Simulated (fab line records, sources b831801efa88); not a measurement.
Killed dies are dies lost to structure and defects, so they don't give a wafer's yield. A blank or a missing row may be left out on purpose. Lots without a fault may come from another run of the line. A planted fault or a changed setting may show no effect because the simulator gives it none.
fab line records | flow sky130 | part 2 of 2: steps 27 to 35 of 35
record lots=5 wafers=15 last_day=49
route steps=708 shown METAL3@568 VIA3@573 METAL4@598
lots that met no fault: from a run of the same line without faults
start_h: hours from the record's first day to the start of the lot's first wafer shown | wait_h: hours since the lot's step before | " the same as in the row above | L1.1+2: a row that stands for several wafers | - no value, or no start given | * or withheld: withheld | < > ~ a bound
route shown NAME@n: a module of which the file shows steps, and the number in the route of the first | usual: mean/standard deviation of fault-free wafers | same: alike in all rows | chamber/n: place in a boat | sites: the reading at each site | _std_site: their standard deviation | _edge_site: outer sites' mean less inner sites' | radius_mm: how far each site lies from the wafer's centre | mask NAME#n: copy n | behind: the tool/chamber that last shaped the wafer | hold: why the lot was held/for how many hours/how that ended | device: the transistor (n, p or np) that didn't switch | end of line: the same wafers' tests at the end of the route | a step without rows: its recipe alone | killed: dies lost to structure and defects at the first sort, not the wafer's yield | map: a wafer's dies, x killed, . not, _ none there
set.NAME: the setting as run; set.NAME@STEP: as run at that earlier step | model.NAME: the simulator's own value behind a step, which no gauge read
lots at some steps of the route; a table a step, a row a wafer
services: from which hour (start_h, from the record's first day; less than 0 if before it) a tool's chamber was out of use, for how many hours, and why
## steps
# step SKY_VIA3_CVD_21
# recipe material=W target_thk_nm=390 time_s=117.31 temp_c=400 pressure_torr=40
# usual heater_power_w=871/23
# columns lot.wafer tool chamber start_h wait_h heater_power_w since_wet_clean_h
L079.1 cvd_w-02 1 966.42 0.0 893 562
L079.4 " 1 " " 900 -
L079.6 " 1 " " 888 -
L081.2 cvd_w-01 1 980.98 0.0 891 63
L081.4 " 1 " " 868 -
L081.5 " 1 " " 895 -
L083.1 cvd_w-02 0 1000.16 0.0 884 596
L083.2 " 1 " " 924 596
L083.6 " 1 " " 881 -
L089.2 cvd_w-02 0 1041.17 0.0 886 637
L089.4 " 0 " " 867 -
L089.6 " 1 " " 902 -
L093.2 cvd_w-02 1 1061.10 0.0 899 657
L093.3 " 0 " " 877 -
L093.6 " 1 " " 877 -
# step SKY_VIA3_RS_MEAS_22
# recipe thk_meas_gauge=four-point-probe reads=W_of_VIA3_CVD_21+TiN_of_VIA3_SPUTTER_20
# usual VIA3_W_RS=0.295/0.0038
# columns lot.wafer tool chamber start_h wait_h VIA3_W_RS[ohm/sq]
L079.1 film_metro-04 - 966.66 0.2 0.297
L079.4 " - " " 0.297
L079.6 " - " " 0.298
L081.2 film_metro-04 - 981.12 0.1 0.302
L081.4 " - " " 0.302
L081.5 " - " " 0.301
L083.1 film_metro-02 - 1000.28 0.1 0.295
L083.2 " - " " 0.297
L083.6 " - " " 0.298
L089.2 film_metro-04 - 1041.31 0.1 0.297
L089.4 " - " " 0.291
L089.6 " - " " 0.300
L093.2 film_metro-01 - 1061.24 0.1 0.298
L093.3 " - " " 0.293
L093.6 " - " " 0.298
# step SKY_VIA3_THK_MEAS_23
# recipe thk_meas_gauge=xrf reads=W_of_VIA3_CVD_21
# usual VIA3_W_THK=391/6
# columns lot.wafer tool chamber start_h wait_h VIA3_W_THK[nm]
L079.1 film_metro-04 - 966.78 0.1 386
L079.4 " - " " 389
L079.6 " - " " 386
L081.2 film_metro-04 - 981.23 0.1 382
L081.4 " - " " 380
L081.5 " - " " 381
L083.1 film_metro-02 - 1000.40 0.1 390
L083.2 " - " " 389
L083.6 " - " " 386
L089.2 film_metro-04 - 1041.42 0.1 390
L089.4 " - " " 399
L089.6 " - " " 387
L093.2 film_metro-01 - 1061.35 0.1 385
L093.3 " - " " 392
L093.6 " - " " 386
# step SKY_VIA3_CMP_24
# recipe stop_on=SiO2 t_overpolish_s=20 down_force_psi=3.5 platen_rpm=60 target_thk_nm=0 pad_velocity_m_s=0.94248
# usual head_pressure_psi=3.500/0.0077 motor_current_A=10.4/0.89 overpolish_run_s=19.999/0.0081 time_to_endpoint_s=96/5.9
# same t_overpolish_s=20
# columns lot.wafer tool chamber start_h wait_h head_pressure_psi motor_current_A overpolish_run_s time_to_endpoint_s
L079.4 cmp-01 3 966.89 0.1 3.499 10.5 20.000 100
L079.1 " 0 " " 3.499 9.6 19.995 92
L079.6 " 2 " " 3.509 11.6 19.992 94
L081.2 cmp-01 1 981.38 0.1 3.511 8.5 20.004 101
L081.4 " 2 " " 3.499 12.2 20.001 92
L081.5 " 0 " " 3.504 9.7 20.011 93
L083.1 cmp-02 3 1000.51 0.1 3.503 11.0 19.986 90
L083.2 " 1 " " 3.507 10.8 19.997 87
L083.6 " 2 " " 3.500 11.0 19.998 84
L089.4 cmp-02 2 1041.52 0.1 3.500 10.6 19.997 93
L089.2 " 0 " " 3.503 10.3 19.985 91
L089.6 " 2 " " 3.500 10.9 20.015 87
L093.3 cmp-01 2 1061.50 0.1 3.499 12.0 19.998 97
L093.2 " 3 " " 3.510 10.0 19.997 102
L093.6 " 0 " " 3.500 10.1 19.993 91
# step SKY_METAL4_SPUTTER_00
# recipe material=Ti target_thk_nm=15 power_w=3000 time_s=10 chamber_pressure_pa=0.4
# usual throttle_valve_pct=30.2/0.75
# columns lot.wafer tool chamber start_h wait_h throttle_valve_pct
L079.1 pvd_sputter-02 - 967.14 0.1 28.7
L079.4 " - " " 28.7
L079.6 " - " " 29.1
L081.2 pvd_sputter-02 - 981.58 0.1 28.8
L081.4 " - " " 29.0
L081.5 " - " " 29.4
L083.1 pvd_sputter-03 - 1000.76 0.2 29.8
L083.2 " - " " 30.0
L083.6 " - " " 30.5
L089.2 pvd_sputter-02 - 1041.77 0.1 29.0
L089.4 " - " " 30.9
L089.6 " - " " 28.9
L093.2 pvd_sputter-03 - 1061.70 0.1 30.4
L093.3 " - " " 30.0
L093.6 " - " " 30.7
# step SKY_METAL4_SPUTTER_01
# recipe material=TiN target_thk_nm=20 power_w=6500 time_s=16.7 chamber_pressure_pa=0.4
# usual throttle_valve_pct=30.2/0.74
# columns lot.wafer tool chamber start_h wait_h throttle_valve_pct
L079.1 pvd_sputter-02 - 967.17 0.0 28.8
L079.4 " - " " 28.8
L079.6 " - " " 29.1
L081.2 pvd_sputter-02 - 981.60 0.0 28.8
L081.4 " - " " 28.9
L081.5 " - " " 28.8
L083.1 pvd_sputter-03 - 1000.78 0.0 29.5
L083.2 " - " " 29.8
L083.6 " - " " 30.6
L089.2 pvd_sputter-02 - 1041.79 0.0 28.9
L089.4 " - " " 30.6
L089.6 " - " " 28.8
L093.2 pvd_sputter-03 - 1061.73 0.0 30.6
L093.3 " - " " 29.9
L093.6 " - " " 30.5
# step SKY_METAL4_SPUTTER_02
# recipe material=AlCu target_thk_nm=735 power_w=10600 time_s=39.1 chamber_pressure_pa=0.4
# usual throttle_valve_pct=30.2/0.75
# columns lot.wafer tool chamber start_h wait_h throttle_valve_pct
L079.1 pvd_sputter-02 - 967.19 0.0 29.0
L079.4 " - " " 28.8
L079.6 " - " " 29.0
L081.2 pvd_sputter-02 - 981.63 0.0 28.8
L081.4 " - " " 28.9
L081.5 " - " " 29.1
L083.1 pvd_sputter-03 - 1000.81 0.0 29.7
L083.2 " - " " 29.8
L083.6 " - " " 30.8
L089.2 pvd_sputter-02 - 1041.82 0.0 29.0
L089.4 " - " " 30.8
L089.6 " - " " 28.8
L093.2 pvd_sputter-03 - 1061.75 0.0 30.6
L093.3 " - " " 29.8
L093.6 " - " " 30.6
# step SKY_METAL4_SPUTTER_03
# recipe material=Ti target_thk_nm=5 power_w=3000 time_s=3.3 chamber_pressure_pa=0.4
# usual throttle_valve_pct=30.2/0.72
# columns lot.wafer tool chamber start_h wait_h throttle_valve_pct
L079.1 pvd_sputter-02 - 967.23 0.0 29.0
L079.4 " - " " 28.8
L079.6 " - " " 29.1
L081.2 pvd_sputter-02 - 981.67 0.0 29.1
L081.4 " - " " 28.7
L081.5 " - " " 29.0
L083.1 pvd_sputter-03 - 1000.85 0.0 29.7
L083.2 " - " " 29.8
L083.6 " - " " 30.9
L089.2 pvd_sputter-02 - 1041.86 0.0 29.3
L089.4 " - " " 30.9
L089.6 " - " " 28.9
L093.2 pvd_sputter-03 - 1061.79 0.0 30.5
L093.3 " - " " 29.8
L093.6 " - " " 30.4
# step SKY_METAL4_SPUTTER_04
# recipe material=TiN target_thk_nm=70 power_w=6500 time_s=58.3 chamber_pressure_pa=0.4
# usual throttle_valve_pct=30.2/0.76
# columns lot.wafer tool chamber start_h wait_h throttle_valve_pct
L079.1 pvd_sputter-02 - 967.25 0.0 28.7
L079.4 " - " " 28.8
L079.6 " - " " 28.8
L081.2 pvd_sputter-02 - 981.69 0.0 29.0
L081.4 " - " " 28.8
L081.5 " - " " 29.0
L083.1 pvd_sputter-03 - 1000.86 0.0 29.7
L083.2 " - " " 29.6
L083.6 " - " " 30.8
L089.2 pvd_sputter-02 - 1041.87 0.0 29.1
L089.4 " - " " 30.8
L089.6 " - " " 28.8
L093.2 pvd_sputter-03 - 1061.81 0.0 30.5
L093.3 " - " " 29.7
L093.6 " - " " 30.4
## services
# columns tool chamber start_h hours kind
krf_scanner-02 - 918.17 4.0 pm
hdpcvd-02 - 922.37 2.0 repair
cmp-01 - 922.82 4.0 pm
krf_scanner-02 - 927.60 3.6 pm
pvd_sputter-02 - 939.27 0.7 repair
plasma_asher-03 - 955.23 2.8 pm
rie_diel-02 - 955.24 1.5 repair
plasma_asher-03 - 958.41 9.6 repair
cvd_w-02 0 963.70 3.2 repair
krf_scanner-02 - 967.50 0.8 pm
wet_bench-04 - 970.54 1.6 repair
pvd_sputter-03 - 980.56 1.7 repair
pvd_sputter-03 - 981.29 2.4 repair
plasma_asher-04 - 991.64 1.3 repair
rie_diel-02 0 992.54 2.4 repair
pvd_sputter-02 - 995.28 26.8 repair
rie_diel-02 3 1006.26 4.6 repair
pvd_sputter-03 - 1007.04 9.2 repair
rie_diel-02 2 1007.23 3.2 repair
pvd_sputter-03 - 1015.63 1.5 repair
cvd_w-02 0 1024.06 8.0 repair
wet_bench-04 - 1027.01 1.9 pm
krf_scanner-02 - 1031.01 1.3 pm
plasma_asher-04 - 1048.52 1.3 repair
